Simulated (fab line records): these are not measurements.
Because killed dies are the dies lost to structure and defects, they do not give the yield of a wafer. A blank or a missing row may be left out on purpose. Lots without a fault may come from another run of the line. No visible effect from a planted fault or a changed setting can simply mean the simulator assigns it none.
A lot that was struck, set against a sound lot | flow gf180mcu | 15 out of 602 route steps
Sound: these wafers, L273.1, L273.2, L273.4. The struck wafers were L283.1, L283.2, L283.3. The cause is given at the end.
At each step with rows: each side's tool, then ch and its chambers, then its first start. Under that, the readings that differ: sound wafers | struck wafers | difference of the means | sigmas: that difference in standard deviations of wafers without a fault.
alike: words and numbers the same on both sides, and readings whose means are apart by under 2 such deviations; not compared: readings that were withheld, readings missing a value for some wafer, numbers with overlapping values and no deviation given by the record, and bounds like >300 which may hide the same value.
The two part at a step that has a row with sigmas, a row that says differs or no value, or rows on one side only. Numbers that don't overlap but have no deviation are shown without sigmas and don't part them. A reading missing from all wafers of one side parts the sides only when that side holds two or more wafers.

first, 3 steps without rows for these wafers: GF_V2_EXPOSE_11 (exposes mask Via2, target cd 260 nm); GF_V2_PEB_12 (peb time 90 s); GF_V2_DEVELOP_13 (develop time 60 s).
GF_V2_CD_MEAS_14: the cd target is 260 nm.
  sound on cd-sem-02, day 25 02:36; struck on cd-sem-01, day 28 01:35
  alike: cd-nm
GF_V2_OVL_MEAS_15:
  sound on overlay-02, day 25 02:43; struck on overlay-01, day 28 01:43
  alike: V2_OVL
GF_V2_ETCH_16: etches BARC in N2/H2.
  sound on rie-diel-01 ch 0,1,2, day 25 02:45; struck on rie-diel-01 ch 1,2,3, day 28 01:45
  alike: drypump-motor-current-A, oes-product-au, throttle-valve-pct
GF_V2_ETCH_17: etches SiO2 in C4F8/O2/Ar, stops on TiN, target depth 630 nm.
  sound: rie-diel-01 ch 0,1,2; struck: rie-diel-01 ch 1,2,3
  alike: oes-product-au
GF_V2_STRIP_18: strips in O2/N2.
  sound on plasma-asher-01 ch 0,1, day 25 02:53; struck on plasma-asher-02 ch 0,1, day 28 01:53
  alike: drypump-motor-current-A, heater-power-w, oes-product-au
  not compared: rf-hours-counter-h
then, 2 steps without rows for these wafers: GF_V2_STRIP_19 (strips in post etch residue remover, time 1200 s); GF_V2_CLEAN_20 (cleans in DIW).
GF_V2_SPUTTER_21: material Ti, target thk 15 nm, time 80.02 s.
  sound on pvd-sputter-03, day 25 03:31; struck on pvd-sputter-01, day 28 02:26
  alike: substrate-temp-c, throttle-valve-pct
GF_V2_SPUTTER_22: material TiN, target thk 10 nm, time 40 s.
  sound on pvd-sputter-03, day 25 03:35; struck on pvd-sputter-01, day 28 02:30
  alike: throttle-valve-pct
GF_V2_CVD_23: deposits W, target thk 350 nm, time 104.94 s.
  sound on cvd-w-01 ch 0,1, day 25 03:37; struck on cvd-w-01 ch 0,1, day 28 02:32
  reading                          | sound             | struck            | difference | sigmas
  chamber-pressure-Torr (Torr)     | 39.99 40.08 39.99 | 41.42 41.50 41.43 | +1.43      | +18
  model.W_of_V2_CVD_23.thk-nm (nm) | 344.2 348.2 344.2 | 356.2 353.4 350.3 | +7.8       |
  alike: heater-power-w
  not compared: since-wet-clean-h
GF_V2_RS_MEAS_24: a four-point-probe measurement.
  sound on film-metro-03, day 25 03:44; struck on film-metro-03, day 28 02:39
  reading          | sound             | struck            | difference | sigmas
  V2_W_RS (ohm/sq) | 0.333 0.329 0.334 | 0.322 0.324 0.328 | -0.007     | -2
after that, 1 step had no rows for these wafers: GF_PASSIVATION_PROBE_99.

WHERE THEY PART
Last at GF_V2_RS_MEAS_24 as far as this record goes, first at GF_V2_CVD_23.

WHY: whatever the simulator had introduced
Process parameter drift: cvd-w-01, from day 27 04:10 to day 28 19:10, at GF_V2_CVD_23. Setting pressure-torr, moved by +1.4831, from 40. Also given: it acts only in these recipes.
